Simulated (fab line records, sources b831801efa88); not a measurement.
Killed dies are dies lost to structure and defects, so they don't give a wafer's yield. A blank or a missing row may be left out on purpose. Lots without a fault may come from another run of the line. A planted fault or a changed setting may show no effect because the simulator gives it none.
fab line records | flow gf180mcu
record lots=14 wafers=42 last_day=34
route steps=602 shown MVSD@73 VT_IMPLANT@109 SAB@265 SALICIDE@283
lots that met no fault: from a run of the same line without faults
start_h: hours from the record's first day to the start of the lot's first wafer shown | wait_h: hours since the lot's step before | " the same as in the row above | L1.1+2: a row that stands for several wafers | - no value, or no start given | * or withheld: withheld | < > ~ a bound
route shown NAME@n: a module of which the file shows steps, and the number in the route of the first | usual: mean/standard deviation of fault-free wafers | same: alike in all rows | chamber/n: place in a boat | sites: the reading at each site | _std_site: their standard deviation | _edge_site: outer sites' mean less inner sites' | radius_mm: how far each site lies from the wafer's centre | mask NAME#n: copy n | behind: the tool/chamber that last shaped the wafer | hold: why the lot was held/for how many hours/how that ended | device: the transistor (n, p or np) that didn't switch | end of line: the same wafers' tests at the end of the route | a step without rows: its recipe alone | killed: dies lost to structure and defects at the first sort, not the wafer's yield | map: a wafer's dies, x killed, . not, _ none there
set.NAME: the setting as run; set.NAME@STEP: as run at that earlier step | model.NAME: the simulator's own value behind a step, which no gauge read
steps of the route over a sample of lots; a table a step, a row a wafer
services: from which hour (start_h, from the record's first day; less than 0 if before it) a tool's chamber was out of use, for how many hours, and why
## steps
# step GF_MVSD_OVL_MEAS_07
# usual MVSD_OVL=0.1/1.3
# columns lot.wafer tool chamber start_h wait_h MVSD_OVL[nm]
L384.3 overlay-01 - 90.39 - 2.2
L384.5 " - " " 0.6
L384.6 " - " " 1.2
L385.2 overlay-01 - 96.35 - -0.9
L385.4 " - " " -1.3
L385.5 " - " " 0.0
L386.2 overlay-01 - 102.30 - -1.0
L386.3 " - " " -0.3
L386.6 " - " " -3.3
L387.3 overlay-02 - 108.04 - 1.5
L387.4 " - " " 1.7
L387.6 " - " " -0.9
L388.2 overlay-01 - 111.95 - -2.6
L388.3 " - " " 2.0
L388.5 " - " " -1.9
L390.2 overlay-01 - 121.40 - -1.1
L390.3 " - " " -1.6
L390.4 " - " " -1.6
L395.1 overlay-02 - 151.99 - 0.6
L395.4 " - " " 1.2
L395.6 " - " " 0.2
L396.1 overlay-01 - 158.48 - -0.3
L396.4 " - " " -0.6
L396.5 " - " " 2.1
L400.2 overlay-02 - 179.44 - -1.7
L400.3 " - " " -1.3
L400.5 " - " " 1.1
L401.1 overlay-01 - 186.72 - -3.4
L401.4 " - " " -1.9
L401.5 " - " " -1.9
L402.1 overlay-02 - 191.92 - 0.8
L402.3 " - " " 1.0
L402.5 " - " " 1.0
L404.1 overlay-01 - 205.19 - 2.0
L404.2 " - " " 2.5
L404.6 " - " " 1.0
L405.1 overlay-02 - 209.58 - -0.4
L405.3 " - " " 2.0
L405.6 " - " " 2.5
L406.1 overlay-01 - 215.52 - -1.9
L406.2 " - " " -0.9
L406.4 " - " " -2.5
# step GF_VT_IMPLANT_IMPLANT_19
# recipe species=As energy_kev=100 dose_cm2=4.35e+12 tilt_deg=7
# usual beam_energy_keV=100.01/0.033
# columns lot.wafer tool chamber start_h wait_h beam_energy_keV
L384.3 implanter-03 0 133.56 0.1 100.02
L384.5 " 0 " " 100.03
L384.6 " 0 " " 100.00
L385.2 implanter-03 0 140.34 0.0 99.95
L385.4 " 0 " " 99.98
L385.5 " 0 " " 99.99
L386.2 implanter-04 0 146.35 0.0 100.00
L386.3 " 0 " " 100.00
L386.6 " 0 " " 99.99
L387.3 implanter-01 0 153.67 0.1 100.05
L387.4 " 0 " " 100.02
L387.6 " 0 " " 100.08
L388.2 implanter-04 0 157.99 0.0 99.95
L388.3 " 0 " " 100.00
L388.5 " 0 " " 99.96
L390.2 implanter-01 0 168.90 0.0 100.00
L390.3 " 0 " " 100.02
L390.4 " 0 " " 100.01
L395.1 implanter-04 0 201.67 0.0 116.78
L395.4 " 0 " " 116.78
L395.6 " 0 " " 116.79
L396.1 implanter-04 0 208.62 0.0 116.85
L396.4 " 0 " " 116.82
L396.5 " 0 " " 116.83
L400.2 implanter-03 0 231.98 0.0 100.07
L400.3 " 0 " " 100.02
L400.5 " 0 " " 100.02
L401.1 implanter-01 0 240.32 0.0 99.99
L401.4 " 0 " " 99.97
L401.5 " 0 " " 100.03
L402.1 implanter-01 0 245.77 0.0 99.98
L402.3 " 0 " " 100.02
L402.5 " 0 " " 99.99
L404.1 implanter-03 0 260.66 0.0 99.98
L404.2 " 0 " " 99.98
L404.6 " 0 " " 99.99
L405.1 implanter-03 0 265.86 0.0 100.02
L405.3 " 0 " " 100.00
L405.6 " 0 " " 100.01
L406.1 implanter-03 0 272.01 0.0 100.02
L406.2 " 0 " " 100.02
L406.4 " 0 " " 100.03
# step GF_VT_IMPLANT_TW_MEAS_21
# usual VT_IMPLANT_2_TW=1214/10
# columns lot.wafer tool chamber start_h wait_h VT_IMPLANT_2_TW
L384.3 film_metro-02 - 133.78 0.1 1229
L384.5 " - " " 1220
L384.6 " - " " 1229
L385.2 film_metro-01 - 140.58 0.1 1208
L385.4 " - " " 1205
L385.5 " - " " 1205
L386.2 film_metro-04 - 146.58 0.1 1218
L386.3 " - " " 1210
L386.6 " - " " 1214
L387.3 film_metro-02 - 153.89 0.1 1234
L387.4 " - " " 1228
L387.6 " - " " 1229
L388.2 film_metro-04 - 158.22 0.1 1207
L388.3 " - " " 1208
L388.5 " - " " 1215
L390.2 film_metro-02 - 169.13 0.1 1225
L390.3 " - " " 1222
L390.4 " - " " 1221
L395.1 film_metro-04 - 201.92 0.1 1258
L395.4 " - " " 1264
L395.6 " - " " 1258
L396.1 film_metro-01 - 208.87 0.1 1267
L396.4 " - " " 1267
L396.5 " - " " 1260
L400.2 film_metro-01 - 232.22 0.1 1200
L400.3 " - " " 1210
L400.5 " - " " 1208
L401.1 film_metro-02 - 240.57 0.1 1217
L401.4 " - " " 1227
L401.5 " - " " 1223
L402.1 film_metro-02 - 246.02 0.1 1226
L402.3 " - " " 1225
L402.5 " - " " 1219
L404.1 film_metro-02 - 260.91 0.1 1228
L404.2 " - " " 1220
L404.6 " - " " 1223
L405.1 film_metro-02 - 266.11 0.1 1221
L405.3 " - " " 1224
L405.6 " - " " 1225
L406.1 film_metro-01 - 272.26 0.1 1197
L406.2 " - " " 1195
L406.4 " - " " 1198
# step GF_SAB_THK_MEAS_01
# recipe reads=SiO2_of_SAB_CVD_00
# usual SAB_CVD_00_THK=50.2/0.68
# columns lot.wafer tool chamber start_h wait_h SAB_CVD_00_THK[nm]
L384.3 film_metro-01 - 327.81 0.0 49.4
L384.5 " - " " 50.4
L384.6 " - " " 49.5
L385.2 film_metro-03 - 338.00 0.0 49.9
L385.4 " - " " 50.9
L385.5 " - " " 51.0
L386.2 film_metro-01 - 343.01 0.0 49.7
L386.3 " - " " 50.5
L386.6 " - " " 50.5
L387.3 film_metro-01 - 355.66 0.0 50.0
L387.4 " - " " 49.9
L387.6 " - " " 49.9
L388.2 film_metro-01 - 362.66 0.0 49.4
L388.3 " - " " 50.0
L388.5 " - " " 50.5
L390.2 film_metro-03 - 374.55 0.0 50.4
L390.3 " - " " 49.7
L390.4 " - " " 50.7
L395.1 film_metro-01 - 421.04 0.0 49.9
L395.4 " - " " 50.5
L395.6 " - " " 50.5
L396.1 film_metro-03 - 431.30 0.0 49.3
L396.4 " - " " 50.3
L396.5 " - " " 50.3
L400.2 film_metro-03 - 464.00 0.0 50.1
L400.3 " - " " 50.9
L400.5 " - " " 51.4
L401.1 film_metro-01 - 475.13 0.0 49.6
L401.4 " - " " 50.7
L401.5 " - " " 49.3
L402.1 film_metro-02 - 478.24 0.0 49.3
L402.3 " - " " 49.6
L402.5 " - " " 50.2
L404.1 film_metro-02 - 498.29 0.0 49.3
L404.2 " - " " 49.3
L404.6 " - " " 50.1
L405.1 film_metro-01 - 499.79 0.0 50.0
L405.3 " - " " 48.9
L405.6 " - " " 49.9
L406.1 film_metro-03 - 510.90 0.0 50.1
L406.2 " - " " 49.3
L406.4 " - " " 49.9
# step GF_SALICIDE_THK_MEAS_05
# recipe thk_meas_gauge=xrf reads=TiN_of_SALICIDE_SPUTTER_03
# usual SALICIDE_TIN_THK=19.71/0.25
# columns lot.wafer tool chamber start_h wait_h SALICIDE_TIN_THK[nm]
L384.3 film_metro-02 - 349.22 0.1 20.01
L384.5 " - " " 19.85
L384.6 " - " " 19.66
L385.2 film_metro-04 - 360.24 0.1 19.44
L385.4 " - " " 19.50
L385.5 " - " " 19.88
L386.2 film_metro-04 - 365.22 0.1 20.17
L386.3 " - " " 19.71
L386.6 " - " " 19.67
L387.3 film_metro-04 - 378.03 0.1 19.60
L387.4 " - " " 19.60
L387.6 " - " " 19.91
L388.2 film_metro-04 - 386.29 0.1 19.94
L388.3 " - " " 19.60
L388.5 " - " " 19.99
L390.2 film_metro-02 - 397.82 0.1 19.72
L390.3 " - " " 19.78
L390.4 " - " " 19.49
L395.1 film_metro-04 - 446.09 0.1 19.80
L395.4 " - " " 19.91
L395.6 " - " " 19.93
L396.1 film_metro-04 - 456.80 0.1 19.72
L396.4 " - " " 19.59
L396.5 " - " " 19.68
L400.2 film_metro-02 - 489.00 0.1 19.75
L400.3 " - " " 19.74
L400.5 " - " " 19.63
L401.1 film_metro-03 - 500.01 0.1 19.24
L401.4 " - " " 19.49
L401.5 " - " " 19.23
L402.1 film_metro-04 - 502.71 0.1 19.43
L402.3 " - " " 19.40
L402.5 " - " " 19.74
L404.1 film_metro-03 - 522.24 0.1 19.68
L404.2 " - " " 19.35
L404.6 " - " " 19.66
L405.1 film_metro-02 - 523.74 0.1 20.26
L405.3 " - " " 19.70
L405.6 " - " " 19.69
L406.1 film_metro-03 - 534.94 0.1 19.55
L406.2 " - " " 19.63
L406.4 " - " " 19.72
## services
# columns tool chamber start_h hours kind
implanter-03 - 122.67 2.4 repair
implanter-04 - 140.46 3.0 repair
implanter-03 - 140.94 77.2 pm
implanter-04 - 190.11 5.4 repair
implanter-01 - 218.10 2.6 pm
implanter-03 - 221.38 6.3 repair
implanter-03 - 230.62 0.6 repair
implanter-03 - 269.15 1.7 repair
## key
first_sign step=GF_VT_IMPLANT_IMPLANT_19 reading=beam_energy_keV direction=up sigmas=99+ usual=100.01 struck=116.81
effect step=GF_VT_IMPLANT_TW_MEAS_21 reading=VT_IMPLANT_2_TW direction=up sigmas=4.7 usual=1214 struck=1262
met_at GF_VT_IMPLANT_IMPLANT_19
struck_lots L395,L396
tester_left_out L395,L396
not_acting_at GF_MVSD_OVL_MEAS_07,GF_SAB_THK_MEAS_01,GF_SALICIDE_THK_MEAS_05
onset_between 157.99 201.67
fault kind=process_parameter_drift tool=implanter-04 chamber=- onset_h=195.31 steps=GF_VT_IMPLANT_IMPLANT_19 channel=energy_kev offset=16.792 shape=step end_h=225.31 acts_in=these_recipes_only stated=100
# tester_left_out: of these lots the tester's yield and bins aren't shown, on N5 and GAA mostly nor the transistor test; their killed dies are dies lost to structure and defects alone, not to doping, threshold or leakage, so they don't give the yield
